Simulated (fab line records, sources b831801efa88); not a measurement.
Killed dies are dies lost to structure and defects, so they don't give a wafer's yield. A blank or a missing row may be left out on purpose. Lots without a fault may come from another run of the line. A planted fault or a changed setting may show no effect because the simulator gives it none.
Chamber matching | flow gf180mcu | GF_HV_LDD_ETCHBACK_58 on rie_diel-04: 4 sister chambers
The step etches Si3N4 in CH3F/O2, stops on SiO2, time 100 s, target depth 90 nm. 14 wafers are shown with their chamber, then 7 later ones without.

WAFERS WITH THEIR CHAMBER
wafer  | chamber | drypump_motor_current_A (A) | ch3f_flow_sccm (sccm) | throttle_valve_pct (%)
L825.2 | 3       | 5.8                         | 40.11                 | 10.555
L825.5 | 3       | 5.8                         | 39.93                 | 10.547
L825.6 | 0       | 4.9                         | 40.02                 | 10.567
L827.1 | 3       | 5.8                         | 40.13                 | 10.557
L827.4 | 2       | 5.1                         | 39.96                 | 10.548
L827.6 | 1       | 5.6                         | 39.96                 | 10.557
L828.2 | 2       | 5.2                         | 39.83                 | 10.561
L828.4 | 0       | 4.9                         | 40.20                 | 10.564
L828.5 | 3       | 5.8                         | 40.00                 | 10.565
L829.4 | 1       | 5.6                         | 40.08                 | 10.555
L829.5 | 2       | 5.2                         | 40.06                 | 10.558
L829.6 | 3       | 5.8                         | 39.87                 | 10.562
L831.1 | 3       | 5.8                         | 40.00                 | 10.575
L831.4 | 2       | 5.2                         | 39.69                 | 10.564

SIGNATURES (means of the wafers above)
reading                 | chamber 0 | chamber 1 | chamber 2 | chamber 3 | scatter within a chamber
drypump_motor_current_A | 4.900     | 5.600     | 5.175     | 5.800     | 0.0274
ch3f_flow_sccm          | 40.1100   | 40.0200   | 39.8850   | 40.0067   | 0.123
throttle_valve_pct      | 10.56550  | 10.55600  | 10.55775  | 10.56017  | 0.0078
Rule: a wafer's distance from a chamber is the root of the sum, over the readings, of the square of ((its reading less the chamber's mean) divided by the reading's scatter). The wafer belongs to the nearest chamber; if the next one is less than 2 further off, it can't be placed. The scatter: the root of (the sum of the squares of (reading less its chamber's mean) over the shown wafers, divided by (wafers less chambers)).

WAFERS WITHOUT THEIR CHAMBER
wafer  | drypump_motor_current_A (A) | ch3f_flow_sccm (sccm) | throttle_valve_pct (%)
L831.5 | 4.9                         | 40.17                 | 10.568
L842.1 | 5.6                         | 39.95                 | 10.581
L842.3 | 5.8                         | 39.85                 | 10.561
L842.4 | 5.2                         | 40.05                 | 10.559
L848.1 | 5.6                         | 39.90                 | 10.566
L848.3 | 4.9                         | 39.96                 | 10.569
L848.6 | 5.8                         | 40.07                 | 10.572

WHICH CHAMBER EACH WENT THROUGH
wafer  | from the rows above | in truth
L831.5 | 0                   | 0
L842.1 | 1                   | 1
L842.3 | 3                   | 3
L842.4 | 2                   | 2
L848.1 | 1                   | 1
L848.3 | 0                   | 0
L848.6 | 3                   | 3
Placed correctly: 7 of 7. Can't be placed from these rows: 0. Placed wrongly: 0.
